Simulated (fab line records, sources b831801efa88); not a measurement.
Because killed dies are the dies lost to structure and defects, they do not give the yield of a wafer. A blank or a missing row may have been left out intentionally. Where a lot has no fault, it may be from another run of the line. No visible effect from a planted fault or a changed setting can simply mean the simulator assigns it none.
Matching of chambers	flow gf180mcu	cmp-02 running GF_CONTACT_CMP_27: 4 sister chambers
The step polishes, stops on SiO2, t overpolish 15 s, target thk 0 nm. 14 wafers are shown with their chamber, then 7 later ones without.

== EACH WAFER AND ITS CHAMBER ==
wafer	chamber	motor current A (A)	overpolish run s (s)	time to endpoint s (s)
L352.1	1	11.7	15.007	73.1
L352.5	2	10.0	14.996	72.3
L352.6	3	11.4	14.993	77.4
L353.2	0	10.8	14.996	75.6
L353.3	1	12.0	15.000	70.3
L353.4	2	9.4	14.993	74.5
L357.1	3	11.6	14.994	74.7
L357.2	2	9.9	14.994	71.9
L357.6	2	10.4	14.989	70.6
L359.1	3	11.1	14.982	75.8
L359.2	0	11.0	15.006	72.5
L359.3	2	10.0	14.992	70.1
L362.1	2	10.2	15.007	76.4
L362.4	3	10.7	14.989	69.8

SIGNATURES (means of the wafers above)
reading	chamber 0	chamber 1	chamber 2	chamber 3	scatter within a chamber
motor current A	10.900	11.850	9.983	11.200	0.331
overpolish run s	15.00100	15.00350	14.99517	14.98950	0.00599
time to endpoint s	74.050	71.700	72.633	74.425	2.64
Rule: a wafer lies at a distance from a chamber equal to the root of the sum of squares, over the readings, of (its reading less the chamber's mean, divided by the reading's scatter). The wafer belongs to the nearest chamber; if the next one is less than 2 further off, it can't be placed. How the scatter is found: for the shown wafers, subtract from each reading the mean of its chamber, square and add these, divide the total by (wafers less chambers), then take the root.

== WAFERS WITHOUT THEIR CHAMBER ==
wafer	motor current A (A)	overpolish run s (s)	time to endpoint s (s)
L362.5	11.8	14.998	74.1
L363.3	11.4	15.017	76.2
L363.4	11.3	15.002	77.1
L363.6	9.9	15.001	75.4
L367.2	11.6	15.009	71.9
L367.5	9.7	15.010	73.9
L367.6	11.7	15.003	70.5

== CHAMBER TAKEN BY EACH ==
wafer	from the rows above	in truth
L362.5	can't be placed: 1 or 3 or 0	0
L363.3	can't be placed: 1 or 0 or 3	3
L363.4	can't be placed: 0 or 3 or 1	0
L363.6	can't be placed: 2 or 0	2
L367.2	can't be placed: 1 or 0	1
L367.5	can't be placed: 2 or 0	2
L367.6	1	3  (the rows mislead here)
Placed correctly: 0 of 7. Unplaceable from these rows: 6, with the true chamber sitting among the candidates in 6. 1 placed wrongly.
